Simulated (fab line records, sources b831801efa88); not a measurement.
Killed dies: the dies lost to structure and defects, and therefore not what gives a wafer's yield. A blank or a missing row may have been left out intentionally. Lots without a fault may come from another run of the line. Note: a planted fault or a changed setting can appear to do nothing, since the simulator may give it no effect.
Which of the tools did it? / flow gf180mcu / 6 lots, 18 wafers sampled, at 2 steps of a route of 602

WHAT THE GAUGES SHOWED, per wafer
GF_V5_THK_MEAS_03.
lot=L736; measured=day 27 03:49; on=film-metro-01; V5_CVD_02_THK (nm)=1452 1463 1485
lot=L738; measured=day 27 07:45; on=film-metro-04; V5_CVD_02_THK (nm)=1463 1467 1483
lot=L740; measured=day 28 08:23; on=film-metro-03; V5_CVD_02_THK (nm)=1458 1455 1432
lot=L750; measured=day 30 18:27; on=film-metro-01; V5_CVD_02_THK (nm)=1444 1434 1476
lot=L753; measured=day 31 13:28; on=film-metro-04; V5_CVD_02_THK (nm)=1436 1445 1456
lot=L755; measured=day 32 04:18; on=film-metro-03; V5_CVD_02_THK (nm)=1424 1426 1415

TOOL THAT RAN EACH LOT (tool first, then ch and the chambers of the sampled wafers, then the start)
lot=L736; GF_M3_STRIP_17=plasma-asher-04 ch 0,1, day 22 07:28
lot=L738; GF_M3_STRIP_17=plasma-asher-04 ch 0,1, day 22 13:58
lot=L740; GF_M3_STRIP_17=plasma-asher-04 ch 0,1, day 23 15:58
lot=L750; GF_M3_STRIP_17=plasma-asher-04 ch 0,1, day 26 11:26
lot=L753; GF_M3_STRIP_17=plasma-asher-03 ch 0,1, day 27 08:12
lot=L755; GF_M3_STRIP_17=plasma-asher-04 ch 0,1, day 27 22:01
- GF_M3_STRIP_17: strips in O2/N2.

THE ANSWER, worked out from the rows above alone
Rule: usual is defined by the lots themselves. The widest of any qualifying gaps counts: lots, ordered by their means at a reading, are off when they make up no more than a third of the lots, leave a main group of 4 or more, and stand apart from it by 3 or more times the standard deviation of that group's means. Not used: any main group whose means are identical at the precision the tables above print for the reading. Also off: a lot with no number at a reading for which 4 or more lots have one. Any other lot the step has rows for is counted as sound.
Across all readings shown, no lot is off: no conclusion can be drawn from this.

WHAT WAS PUT IN BY THE SIMULATOR
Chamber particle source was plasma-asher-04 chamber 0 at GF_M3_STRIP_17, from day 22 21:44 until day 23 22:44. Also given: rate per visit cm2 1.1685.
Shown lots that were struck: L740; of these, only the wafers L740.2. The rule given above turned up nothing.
